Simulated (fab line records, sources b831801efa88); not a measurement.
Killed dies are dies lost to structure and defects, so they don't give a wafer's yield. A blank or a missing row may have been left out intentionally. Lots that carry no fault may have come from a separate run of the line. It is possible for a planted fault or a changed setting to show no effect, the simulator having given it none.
Struck lot and sound lot, side by side	flow gf180mcu	15 out of 602 route steps
Sound: the wafers L344.1, L344.4, L344.6. Struck: wafers L357.3, L357.5, L357.6. The cause is given at the end.
Per side, at each step with rows, come the tool, then ch with its chambers, and then its first start. Under that, the readings that differ: sound wafers	struck wafers	difference of the means	sigmas: that difference in standard deviations of wafers without a fault.
alike: words and numbers the same on both sides, and readings whose means are apart by under 2 such deviations; not compared: readings that were withheld, readings missing a value for some wafer, numbers with overlapping values and no deviation given by the record, and bounds like >300 which may hide the same value.
A row with sigmas, a row that says differs or no value, or rows on one side alone: a step with any of these is where the two part. Numbers that don't overlap but have no deviation are shown without sigmas and don't part them. A reading missing from all wafers of one side parts the sides only when that side holds two or more wafers.

GF_V2_ETCH_16: etches BARC in N2/H2.
  sound on rie diel-01 ch 1,3, day 20 23:38; struck on rie diel-02 ch 0,3, day 25 21:16
  alike: drypump motor current A, oes product au, throttle valve pct
then, 1 step without rows for these wafers: GF_V2_ETCH_17 (etches SiO2 in C4F8/O2/Ar, stops on TiN, target depth 630 nm).
GF_V2_STRIP_18: strips in O2/N2.
  sound on plasma asher-02 ch 0,1, day 20 23:46; struck on plasma asher-04 ch 0,1, day 25 21:26
  alike: drypump motor current A, heater power w, oes product au
  not compared: rf hours counter h
then, 3 steps without rows for these wafers: GF_V2_STRIP_19 (strips in post etch residue remover, time 1200 s); GF_V2_CLEAN_20 (cleans in DIW); GF_V2_SPUTTER_21 (material Ti, target thk 15 nm, time 80.02 s).
GF_V2_SPUTTER_22: material TiN, target thk 10 nm, time 40 s.
  sound on pvd sputter-02, day 21 00:22; struck on pvd sputter-01, day 25 22:01
  alike: cathode dc power W, throttle valve pct
then, 1 step without rows for these wafers: GF_V2_CVD_23 (deposits W, target thk 350 nm, time 104.94 s).
GF_V2_RS_MEAS_24: measurement is done with a four-point probe.
  sound on film metro-02, day 21 00:31; struck on film metro-04, day 25 22:13
  alike: V2_W_RS
GF_V2_THK_MEAS_25: measures by xrf.
  sound on film metro-02, day 21 00:38; struck on film metro-04, day 25 22:19
  alike: V2_W_THK
GF_V2_CMP_26: polishes, stops on SiO2, t overpolish 15 s, target thk 0 nm.
  sound on cmp-02 ch 0,1,3, day 21 00:48; struck on cmp-02 ch 0,1, day 25 22:21
  alike: motor current A, overpolish run s, time to endpoint s
GF_M3_SPUTTER_00: material Ti, target thk 37.5 nm, time 150 s.
  sound on pvd sputter-01, day 21 01:00; struck on pvd sputter-03, day 25 22:39
  alike: cathode dc power W, throttle valve pct
GF_M3_SPUTTER_01: material TiN, target thk 30 nm, time 25 s.
  sound on pvd sputter-01, day 21 01:06; struck on pvd sputter-03, day 25 22:45
reading	sound	struck	difference	sigmas
cathode dc power W (W)	6500.0 6502.3 6500.3	9022.8 9025.2 9025.1	+2523.5	+99 or more
model.TiN_of_M3_SPUTTER_01.thk nm (nm)	29.23 30.47 30.18	42.1 42.41 41.74	+12.1	
  alike: throttle valve pct
then, 1 step without rows for these wafers: GF_M3_SPUTTER_02 (material AlCu, target thk 450 nm, time 23.9 s).
-- the record jumps here: 8 days lie between the struck wafers' starts before and after (it left off in module M3 and takes up again in module PASSIVATION, whose first step shown is number 602 of the route) --
GF_PASSIVATION_PROBE_99:
  record: rows for the struck wafers here (prober-02, day 33 12:43), none for the sound ones

WHERE THEY PART
Last at GF_PASSIVATION_PROBE_99 as far as this record goes, first at GF_M3_SPUTTER_01.

WHY: the cause the simulator had injected
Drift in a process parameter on pvd sputter-03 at GF_M3_SPUTTER_01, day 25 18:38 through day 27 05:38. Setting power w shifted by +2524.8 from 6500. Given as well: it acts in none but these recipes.
